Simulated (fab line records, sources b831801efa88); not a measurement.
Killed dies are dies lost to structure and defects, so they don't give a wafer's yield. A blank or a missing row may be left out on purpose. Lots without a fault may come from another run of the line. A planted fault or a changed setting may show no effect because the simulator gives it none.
A struck lot beside a sound one | flow sky130 | 16 steps out of a route of 708
Sound: wafers L311.1, L311.4, L311.6. Struck: wafers L323.1, L323.3, L323.6. The cause comes at the end.
At each step with rows: each side's tool, then ch and its chambers, then its first start. Under that, the readings that differ: sound wafers | struck wafers | difference of the means | sigmas: that difference in standard deviations of wafers without a fault.
alike: readings whose means differ by less than 2 such deviations, and words and numbers that are the same on both sides. not compared: withheld readings, readings that some wafer has no value for, bounds like >300 that may hide the same value, and numbers for which the record gives no deviation and whose values overlap.
The two part at a step that has a row with sigmas, a row that says differs or no value, or rows on one side only. Numbers that don't overlap but have no deviation are shown without sigmas and don't part them. A reading that every wafer of one side lacks parts them only if that side has two wafers or more.

first, 8 steps without rows for these wafers: SKY_POLY_GATE_DEHYDRATE_05 (time 60 s); SKY_POLY_GATE_HMDS_06 (prime time 60 s); SKY_POLY_GATE_COAT_07 (resist thk 110 nm); SKY_POLY_GATE_COAT_08 (resist thk 450 nm); SKY_POLY_GATE_SOFTBAKE_09 (time 90 s); SKY_POLY_GATE_EXPOSE_10 (exposes mask P1M, target cd 150 nm); SKY_POLY_GATE_PEB_11; SKY_POLY_GATE_DEVELOP_12 (develop time 60 s).
SKY_POLY_GATE_CD_MEAS_13: target cd 150 nm.
  sound on cd_sem-01, day 17 11:29; struck on cd_sem-01, day 22 06:52
  alike: cd_nm
SKY_POLY_GATE_OVL_MEAS_14:
  sound on overlay-02, day 17 11:37; struck on overlay-02, day 22 06:59
  alike: POLY_GATE_OVL
SKY_POLY_GATE_ETCH_15: etches BARC in N2/H2, stops on SiO2, time 118.5 s, target depth 110 nm.
  sound on rie_diel-03 ch 1,3, day 17 11:39; struck on rie_diel-01 ch 0,1,2, day 22 07:01
  alike: bias_w, chamber_pressure_mTorr, drypump_motor_current_A, oes_product_au, throttle_valve_pct
  not compared: rf_hours_counter_h
SKY_POLY_GATE_ETCH_16: etches Si3N4 in CH3F/O2, stops on poly-Si, time 147.5 s, target depth 75 nm.
  sound on rie_diel-03 ch 1,3, day 17 11:44; struck on rie_diel-01 ch 0,1,2, day 22 07:05
  reading               | sound             | struck            | difference | sigmas
  oes_product_au (a.u.) | 0.644 0.650 0.643 | 0.638 0.632 0.629 | -0.013     | -3
  alike: O2_flow_sccm, bias_w, drypump_motor_current_A, throttle_valve_pct
  not compared: rf_hours_counter_h
SKY_POLY_GATE_ETCH_17: etches poly-Si in HBr/Cl2, stops on SiO2, target depth 180 nm, time 70.5 s.
  sound on rie_si-01 ch 0,1, day 17 11:50; struck on rie_si-02 ch 0,1,3, day 22 07:11
  no value came back on the struck wafers for any of 6 readings (HBr_flow_sccm (sccm), bias_w (W) and others); on the sound wafers HBr_flow_sccm (sccm) reads 150.6 149.0 149.5
  reading                                          | sound             | struck            | difference | sigmas
  model.KrF-thick_of_POLY_GATE_COAT_08.thk_nm (nm) | 141.8 144.7 145.6 | 233.6 233.3 236.5 | +90.4      |
  not compared: rf_hours_counter_h
SKY_POLY_GATE_STRIP_18: strips in O2/N2.
  sound on plasma_asher-04 ch 0,1, day 17 11:53; struck on plasma_asher-02 ch 0,1, day 22 07:15
  reading                      | sound             | struck            | difference | sigmas
  oes_product_au (a.u.)        | 0.358 0.365 0.370 | 0.406 0.402 0.413 | +0.043     | +9
  strip_time_to_endpoint_s (s) | 3.188 3.215 3.221 | 4.186 4.194 4.215 | +0.990     | +33
  alike: drypump_motor_current_A, o2_flow_sccm
  not compared: rf_hours_counter_h
then, 1 step without rows for these wafers: SKY_POLY_GATE_CLEAN_19 (cleans in SC1/SC2, time 150 s).
-- the record jumps here: 27 days lie between the struck wafers' starts before and after (it left off in module POLY_GATE and takes up again in module PAD_OPEN, whose first step shown is number 708 of the route) --
SKY_PAD_OPEN_PROBE_99:
  sound on prober-02, day 46 12:38; struck on prober-02, day 49 19:07
  reading             | sound     | struck      | difference | sigmas
  killed_at_front_end | 18 14 18  | 420 421 423 | +405       | +99 or more
  killed_dies         | 97 115 94 | 492 492 492 | +390       | +42
  killed_on_rim       | 24 20 16  | 96 96 96    | +76        | +22
  alike: killed_at_M0_to_M3, killed_at_M4_up, killed_at_contacts, killed_at_other, killed_open, killed_short

WHERE THEY PART
First at SKY_POLY_GATE_ETCH_16; last, within this record, at SKY_PAD_OPEN_PROBE_99.

WHY: what the simulator had put in
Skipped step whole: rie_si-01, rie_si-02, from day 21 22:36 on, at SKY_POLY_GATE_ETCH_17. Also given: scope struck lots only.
